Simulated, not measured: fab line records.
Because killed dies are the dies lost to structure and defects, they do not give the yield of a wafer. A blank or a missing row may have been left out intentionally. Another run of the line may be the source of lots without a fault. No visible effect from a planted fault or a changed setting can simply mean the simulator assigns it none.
Struck lot and sound lot, side by side    flow gf180mcu    22 out of 602 route steps
Sound: the wafers L462.1, L462.2, L462.6. Wafers struck: L467.1, L467.2, L467.6. The cause is named last.
Each step with rows lists, per side, the tool, then ch with its chambers, then its first start. Under that, the readings that differ: sound wafers    struck wafers    difference of the means    sigmas: that difference in standard deviations of wafers without a fault.
alike: a reading whose means differ by less than 2 such deviations, as well as words and numbers matching on both sides. not compared: withheld readings; readings where some wafer has no value; bounds like >300 that might hide an equal value; numbers whose values overlap and for which the record gives no deviation.
The two part at a step that has a row with sigmas, a row that says differs or no value, or rows on one side only. Non-overlapping numbers with no deviation appear without sigmas and do not part them. A reading missing from all wafers of one side parts the sides only when that side holds two or more wafers.

first, 3 steps without rows for these wafers: GF_M1_STRIP_18 (strips in post etch residue remover, time 1200 s); GF_M1_CLEAN_19 (cleans in DIW); GF_V1_CVD_00 (deposits SiO2, target thk 600 nm, time 100 s).
GF_V1_THK_MEAS_01:
  struck on filmMetro-01, day 21 15:47; sound on filmMetro-02, day 20 00:06
  alike: V1_CVD_00_THK
GF_V1_CVD_02: deposits SiO2 from TEOS, target thk 850 nm, time 94.851 s.
  sound on pecvd-04 ch 0,1, day 20 00:10; struck on pecvd-03 ch 0,1, day 21 15:51
  alike: heaterPowerW
GF_V1_THK_MEAS_03:
  struck on filmMetro-02, day 21 15:55; sound on filmMetro-01, day 20 00:14
  alike: V1_CVD_02_THK
GF_V1_CMP_04: polishes SiO2.
  sound on cmp-01 ch 0,1,3, day 20 00:20; struck on cmp-02 ch 0,1,3, day 21 16:02
  alike: motorCurrentA, timeToEndpointS
GF_V1_BOW_MEAS_05:
  struck on filmMetro-01, day 21 16:17; sound on filmMetro-03, day 20 00:35
  alike: V1_BOW
then, 4 steps without rows for these wafers: GF_V1_DEHYDRATE_06 (time 60 s); GF_V1_HMDS_07 (prime time 60 s); GF_V1_COAT_08; GF_V1_COAT_09 (resist thk 1000 nm).
GF_V1_SOFTBAKE_10: time 60 s.
  sound on lithoTrack-03 ch 0, day 20 12:00; struck on lithoTrack-03 ch 0, day 22 04:00
reading                sound                 struck                difference  sigmas
heaterPowerTotalW (W)  93.05 93.01 93.09     81.09 81.12 81.20     -11.91      -99 or more
plateTempC (C)         130.16 130.05 130.00  117.21 117.15 117.10  -12.92      -99 or more
then, 2 steps without rows for these wafers: GF_V1_EXPOSE_11 (exposes mask Via1, target cd 260 nm); GF_V1_PEB_12 (peb time 90 s).
GF_V1_DEVELOP_13: develop time 60 s.
  sound on lithoTrack-02 ch 0, day 21 00:55; struck on lithoTrack-01 ch 0, day 22 15:30
reading                             sound              struck          difference  sigmas
model.KrF_of_V1_COAT_09.thkNm (nm)  990.8 990.5 989.9  1003 1001 1002  +12         
GF_V1_CD_MEAS_14: the cd target is 260 nm.
  struck on cdSem-01, day 22 15:39; sound on cdSem-02, day 21 01:04
reading    sound              struck             difference  sigmas
cdNm (nm)  260.0 260.5 260.3  232.7 232.7 232.8  -27.5       -25
GF_V1_OVL_MEAS_15:
  struck on overlay-01, day 22 15:46; sound on overlay-01, day 21 01:11
  alike: V1_OVL
GF_V1_ETCH_16: etches BARC in N2/H2.
  sound on rieDiel-02 ch 1,2,3, day 21 01:13; struck on rieDiel-02 ch 0,2,3, day 22 15:49
reading             sound              struck           difference  sigmas
model.V1.cdNm (nm)  260.9 259.7 259.9  232 232.2 231.7  -28         
  alike: drypumpMotorCurrentA, h2FlowSccm, oesProductAu, throttleValvePct
GF_V1_ETCH_17: etches SiO2 in C4F8/O2/Ar, stops on TiN, target depth 630 nm.
  sound on rieDiel-02 ch 1,2,3; struck on rieDiel-02 ch 0,2,3
reading             sound              struck           difference  sigmas
model.V1.cdNm (nm)  260.6 259.6 259.8  230.7 232.2 232  -28.4       
  alike: oesProductAu
GF_V1_STRIP_18: strips in O2/N2.
  sound on plasmaAsher-01 ch 0,1, day 21 01:21; struck on plasmaAsher-03 ch 0,1, day 22 15:56
  alike: drypumpMotorCurrentA, heaterPowerW, oesProductAu
  not compared: rfHoursCounterH
-- the record jumps here: 10 days lie between the struck wafers' starts before and after (it left off in module V1 and takes up again in module PASSIVATION, whose first step shown is number 602 of the route) --
GF_PASSIVATION_PROBE_99:
  struck on prober-01, day 32 11:22; sound on prober-02, day 31 07:57
reading                      sound              struck            difference  sigmas
model.etest.via1Chain.rcOhm  6.505 6.471 6.384  7.738 8.11 8.183  +1.557      

WHERE THEY PART
Earliest at GF_V1_SOFTBAKE_10; latest, in this record, at GF_V1_CD_MEAS_14. Later steps at which nothing parts them and some readings are alike: GF_V1_OVL_MEAS_15, GF_V1_ETCH_16, GF_V1_ETCH_17, GF_V1_STRIP_18.

WHY: the cause the simulator had injected
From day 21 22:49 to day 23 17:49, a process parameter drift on lithoTrack-03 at GF_V1_SOFTBAKE_10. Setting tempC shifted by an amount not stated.
